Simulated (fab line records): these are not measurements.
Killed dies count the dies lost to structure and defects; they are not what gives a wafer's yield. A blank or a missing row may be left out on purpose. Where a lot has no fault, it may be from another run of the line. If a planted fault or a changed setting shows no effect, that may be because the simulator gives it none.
2 desks looking at one fault + flow sky130 + every desk sees just its own numbers, and what lay behind them comes last

== METROLOGY DESK ==
What the gauges read, lot by lot, whatever tool the lot ran on: means of the sampled wafers that have a number. A lot is out of limits, marked OUT, if its mean lies more than 4 standard deviations from the usual mean; the brackets give that distance.
Columns: A = NWELL_2_TW at SKY_NWELL_TW_MEAS_26, usual 499; B = cd-nm at SKY_VT_ADJUST_HVTR_CD_MEAS_07, usual 379.3 nm; C = VT_ADJUST_HVTR_TW at SKY_VT_ADJUST_HVTR_TW_MEAS_11, usual 212.6
| lot  | first seen here | A   | B                | C     |
|------|-----------------|-----|------------------|-------|
| L244 | day 5 16:47     | 498 | 375.5            | 213.1 |
| L245 | day 6 08:59     | 499 | 379.2            | 211.5 |
| L249 | day 7 03:35     | 505 | 380.2            | 215.4 |
| L250 | day 7 07:23     | 498 | 379.0            | 215.5 |
| L254 | day 8 04:04     | 503 | 380.5            | 207.2 |
| L255 | day 8 10:02     | 502 | 383.2            | 210.6 |
| L257 | day 9 03:20     | 489 | 378.9            | 212.3 |
| L258 | day 9 08:05     | 502 | 390.9 (+5.0) OUT | 211.9 |
| L259 | day 9 13:11     | 502 | 389.9 (+4.6) OUT | 214.8 |
| L260 | day 10 12:44    | 506 | 379.2            | 212.4 |
| L264 | day 11 00:53    | 489 | 380.7            | 215.4 |
This desk's verdict: out of limits on L258, L259, starting with L258 at day 14 07:53 (cd-nm at SKY_VT_ADJUST_HVTR_CD_MEAS_07). L244, L245, L249, L250, L254, L255, L257, L260, L264: within limits.

== DESK OF THE TOOL OWNER: litho-track-02 ==
The tool's own readings at SKY_VT_ADJUST_HVTR_COAT_02 (resist thk 1140 nm): means of the sampled wafers that have a number, for each lot that ran on this tool. A lot is out of limits, marked OUT, if its mean lies more than 4 standard deviations from the usual mean; the brackets give that distance.
Columns: A = spin-speed-rpm at SKY_VT_ADJUST_HVTR_COAT_02, usual 3000.5 rpm
| lot  | first seen here | A                        |
|------|-----------------|--------------------------|
| L244 | day 9 06:23     | 3000.5                   |
| L254 | day 12 09:20    | 3003.3                   |
| L255 | day 12 18:20    | 3000.7                   |
| L258 | day 13 18:38    | 3529.7 (+99 or more) OUT |
| L259 | day 13 23:26    | 3532.7 (+99 or more) OUT |
This desk's verdict: out of limits on L258, L259, starting with L258 at day 13 18:38 (spin-speed-rpm at SKY_VT_ADJUST_HVTR_COAT_02). L244, L254, L255: within limits.

== PUT TOGETHER ==
The tool owner's desk had the chance to raise an alarm at day 13 18:38 on L258, L259.
On L258, L259, the metrology desk was in a position to raise an alarm at day 14 07:53.
On litho-track-02, each named lot ran SKY_VT_ADJUST_HVTR_COAT_02.

== WHAT THE SIMULATOR HAD PUT IN ==
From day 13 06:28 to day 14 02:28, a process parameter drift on litho-track-02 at SKY_VT_ADJUST_HVTR_COAT_02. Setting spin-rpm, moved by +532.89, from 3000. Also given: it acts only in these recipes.
Lots struck among those shown: L258, L259.
Time in hours from fault onset to the first out-of-limits reading at each desk: tool owner's desk 12, metrology desk 25.
